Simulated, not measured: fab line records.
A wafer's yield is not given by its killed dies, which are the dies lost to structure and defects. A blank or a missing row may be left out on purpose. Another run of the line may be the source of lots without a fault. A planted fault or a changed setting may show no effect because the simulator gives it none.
Chamber matching / flow gf180mcu / 3 sister chambers for GF_CONTACT_CVD_02 on pecvd-04
The step deposits SiO2 from TEOS, target thk 860 nm, time 95.992 s. 6 wafers are shown with their chamber, then 8 later ones without.

== WAFERS WITH THEIR CHAMBER ==
wafer=L235.3; chamber=0; heater_power_w (W)=634
wafer=L235.4; chamber=1; heater_power_w (W)=661
wafer=L236.1; chamber=2; heater_power_w (W)=532
wafer=L236.5; chamber=0; heater_power_w (W)=765
wafer=L236.6; chamber=2; heater_power_w (W)=588
wafer=L238.3; chamber=1; heater_power_w (W)=678

== WAFERS MISSING THEIR CHAMBER ==
wafer=L238.5; heater_power_w (W)=497
wafer=L238.6; heater_power_w (W)=718
wafer=L241.1; heater_power_w (W)=639
wafer=L241.4; heater_power_w (W)=563
wafer=L241.6; heater_power_w (W)=680
wafer=L251.3; heater_power_w (W)=599
wafer=L251.5; heater_power_w (W)=585
wafer=L251.6; heater_power_w (W)=633

== WHICH CHAMBER EACH WENT THROUGH ==
wafer=L238.5; from the rows above=can't be placed: 2 or 1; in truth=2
wafer=L238.6; from the rows above=can't be placed: 0 or 1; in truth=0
wafer=L241.1; from the rows above=can't be placed: 1 or 0 or 2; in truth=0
wafer=L241.4; from the rows above=can't be placed: 2 or 1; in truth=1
wafer=L241.6; from the rows above=can't be placed: 1 or 0 or 2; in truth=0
wafer=L251.3; from the rows above=can't be placed: 2 or 1 or 0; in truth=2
wafer=L251.5; from the rows above=can't be placed: 2 or 1 or 0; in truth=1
wafer=L251.6; from the rows above=can't be placed: 1 or 0 or 2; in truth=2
Correctly placed: 0 of 8. These rows do not allow placing 8 (true chamber among the candidates in 8). Placed wrongly: 0.
How it was worked out, from the rows above alone: a wafer's distance from a chamber is the root of the sum, over the readings, of the square of ((its reading less the chamber's mean) divided by the reading's scatter). The wafer belongs to the nearest chamber; if the next one is less than 2 further off, it can't be placed. For every chamber, the mean is computed from those of its wafers that are shown. The scatter: the root of (the sum of the squares of (reading less its chamber's mean) over the shown wafers, divided by (wafers less chambers)).
